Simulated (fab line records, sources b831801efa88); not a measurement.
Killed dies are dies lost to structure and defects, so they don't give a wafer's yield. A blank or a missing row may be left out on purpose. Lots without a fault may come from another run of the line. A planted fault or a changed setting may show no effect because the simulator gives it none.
Which tool did it? | flow gf180mcu | 14 lots, 42 wafers sampled, at 4 steps of a route of 602

WHAT THE GAUGES READ, wafer by wafer
GF_V3_THK_MEAS_01.
lot  | measured     | on            | V3_CVD_00_THK (nm)
L617 | day 21 11:30 | film_metro-04 | 599 599 601
L619 | day 22 03:04 | film_metro-03 | 594 597 596
L629 | day 25 21:21 | film_metro-03 | 603 600 609
L630 | day 26 01:19 | film_metro-03 | 612 611 615
L631 | day 26 10:07 | film_metro-03 | 599 598 599
L632 | day 26 19:55 | film_metro-04 | 595 603 595
L633 | day 27 00:11 | film_metro-04 | 594 597 598
L635 | day 27 12:28 | film_metro-03 | 603 602 596
L636 | day 27 23:01 | film_metro-03 | 607 612 606
L637 | day 28 04:26 | film_metro-03 | 590 590 596
L639 | day 28 16:17 | film_metro-04 | 596 610 592

WHICH TOOL RAN EACH LOT (tool, then ch and the chambers of the sampled wafers, then the start)
lot  | GF_STI_WET_ETCH_28             | GF_CONTACT_STRIP_18                  | GF_V2_CMP_04
L617 | wet_bench-04 ch 1, day 2 05:13 | plasma_asher-04 ch 0,1, day 16 04:32 | cmp-01 ch 0,3, day 19 07:08
L619 | wet_bench-04 ch 1, day 2 13:55 | plasma_asher-03 ch 0, day 16 20:25   | cmp-01 ch 0,1,2, day 19 23:52
L623 | wet_bench-02 ch 2, day 3 12:26 | -                                    | -
L624 | wet_bench-01 ch 2, day 3 16:16 | -                                    | -
L625 | wet_bench-01 ch 0, day 3 20:43 | -                                    | -
L629 | wet_bench-01 ch 3, day 4 19:26 | plasma_asher-04 ch 0,1, day 20 21:32 | cmp-01 ch 1,3, day 23 23:48
L630 | wet_bench-01 ch 2, day 4 23:31 | plasma_asher-01 ch 0,1, day 20 23:58 | cmp-02 ch 0,1,3, day 24 03:07
L631 | wet_bench-02 ch 2, day 5 04:34 | plasma_asher-03 ch 0,1, day 21 10:15 | cmp-01 ch 1,2,3, day 24 11:40
L632 | wet_bench-01 ch 1, day 5 09:42 | plasma_asher-01 ch 0,1, day 21 21:18 | cmp-02 ch 1,2,3, day 24 23:00
L633 | wet_bench-01 ch 2, day 5 15:46 | plasma_asher-01 ch 0,1, day 22 01:17 | cmp-02 ch 0,3, day 25 02:09
L635 | wet_bench-02 ch 3, day 6 01:34 | plasma_asher-03 ch 0,1, day 22 15:02 | cmp-01 ch 0,2,3, day 25 15:02
L636 | wet_bench-02 ch 0, day 6 09:13 | plasma_asher-04 ch 0,1, day 23 05:17 | cmp-02 ch 0,2,3, day 26 04:01
L637 | wet_bench-04 ch 0, day 6 11:34 | plasma_asher-01 ch 0,1, day 23 09:26 | cmp-02 ch 0,2,3, day 26 07:55
L639 | wet_bench-01 ch 0, day 6 23:10 | plasma_asher-04 ch 0,1, day 23 23:42 | cmp-01 ch 1,2,3, day 26 20:30
- GF_STI_WET_ETCH_28: etches SiO2 in dHF, target depth 20 nm, time 40 s.
- GF_CONTACT_STRIP_18: strips in O2/N2.
- GF_V2_CMP_04: polishes SiO2.

WHAT THE TOOLS THEMSELVES READ (means of the sampled wafers that have a number; where no wafer has one, the mark that the record gives instead)
GF_STI_WET_ETCH_28.
lot  | tool         | bath_heat_duty_pct (%) | run_length_s (s)
L617 | wet_bench-04 | 5.5                    | 67
L619 | wet_bench-04 | 5.7                    | 74
L623 | wet_bench-02 | -                      | -
L624 | wet_bench-01 | -                      | -
L625 | wet_bench-01 | -                      | -
L629 | wet_bench-01 | 5.8                    | 72
L630 | wet_bench-01 | 5.2                    | 72
L631 | wet_bench-02 | 5.6                    | 73
L632 | wet_bench-01 | 6.0                    | 66
L633 | wet_bench-01 | 5.1                    | 66
L635 | wet_bench-02 | 6.1                    | 67
L636 | wet_bench-02 | 6.7                    | 66
L637 | wet_bench-04 | 6.8                    | 72
L639 | wet_bench-01 | 6.4                    | 71

GF_CONTACT_STRIP_18.
lot  | tool            | drypump_motor_current_A (A) | heater_power_w (W) | o2_flow_sccm (sccm) | oes_product_au (a.u.) | platen_temp_c (C)
L617 | plasma_asher-04 | 5.9                         | 311                | 3011                | 0.572                 | 250.04
L619 | plasma_asher-03 | 5.8                         | 261                | 2987                | 0.579                 | 249.87
L629 | plasma_asher-04 | 5.9                         | 325                | 3005                | 0.580                 | 250.12
L630 | plasma_asher-01 | 5.9                         | 377                | 3005                | 0.580                 | 250.17
L631 | plasma_asher-03 | 6.0                         | 293                | 3000                | 0.576                 | 249.95
L632 | plasma_asher-01 | 5.9                         | 382                | 3007                | 0.584                 | 250.06
L633 | plasma_asher-01 | 6.0                         | 342                | 3004                | 0.577                 | 249.99
L635 | plasma_asher-03 | 5.8                         | 275                | 3001                | 0.576                 | 249.85
L636 | plasma_asher-04 | 5.5                         | 330                | 2996                | 0.583                 | 250.06
L637 | plasma_asher-01 | 6.0                         | 344                | 3006                | 0.582                 | 250.06
L639 | plasma_asher-04 | 5.9                         | 325                | 2995                | 0.576                 | 250.05

GF_V2_CMP_04.
lot  | tool   | motor_current_A (A) | platen_rpm (rpm) | retaining_ring_pressure_frac | time_to_endpoint_s (s)
L617 | cmp-01 | 11.9                | 60.02            | 0.990                        | 83
L619 | cmp-01 | 11.1                | 59.99            | 1.004                        | 75
L629 | cmp-01 | 13.1                | 60.00            | 1.000                        | 83
L630 | cmp-02 | 11.2                | 60.01            | 1.005                        | 80
L631 | cmp-01 | 12.3                | 60.02            | 0.999                        | 79
L632 | cmp-02 | 11.0                | 60.00            | 0.998                        | 80
L633 | cmp-02 | 11.3                | 59.96            | 1.001                        | 78
L635 | cmp-01 | 11.6                | 59.98            | 0.999                        | 79
L636 | cmp-02 | 11.4                | 60.02            | 1.000                        | 82
L637 | cmp-02 | 11.7                | 60.00            | 1.002                        | 82
L639 | cmp-01 | 12.2                | 59.99            | 1.005                        | 81

THE ANSWER, worked out from the rows above alone
Rule: what is usual is taken from the lots themselves. Put in order of their means at a reading, lots are off if they are a third of the lots or fewer, leave a main group of 4 or more, and stand apart from it by a gap of 3 or more times the standard deviation of the main group's means; of several such gaps the widest counts. A main group whose means are all the same, to the digits that the tables above print for the reading, isn't used. A lot without any number at a reading at which 4 lots or more have one is off too. The other lots that the step has rows for count as sound. The gauges are gone through in route order, then the tools' own readings, and for those a lot's mean is taken as printed above. The first step at which some lot is off is used, and at that step the reading that is off furthest; a lot without a number counts as furthest.
Off: L623, L624, L625, at GF_STI_WET_ETCH_28 (bath_heat_duty_pct). Without a number there: L623, L624, L625. The main group: mean 5.9 %, standard deviation 0.54.
A tool fits if, at that step or a process step before it, it ran every lot that is off, and no sound lot after the first of them. None of those tried fits.

WHAT THE SIMULATOR HAD PUT IN
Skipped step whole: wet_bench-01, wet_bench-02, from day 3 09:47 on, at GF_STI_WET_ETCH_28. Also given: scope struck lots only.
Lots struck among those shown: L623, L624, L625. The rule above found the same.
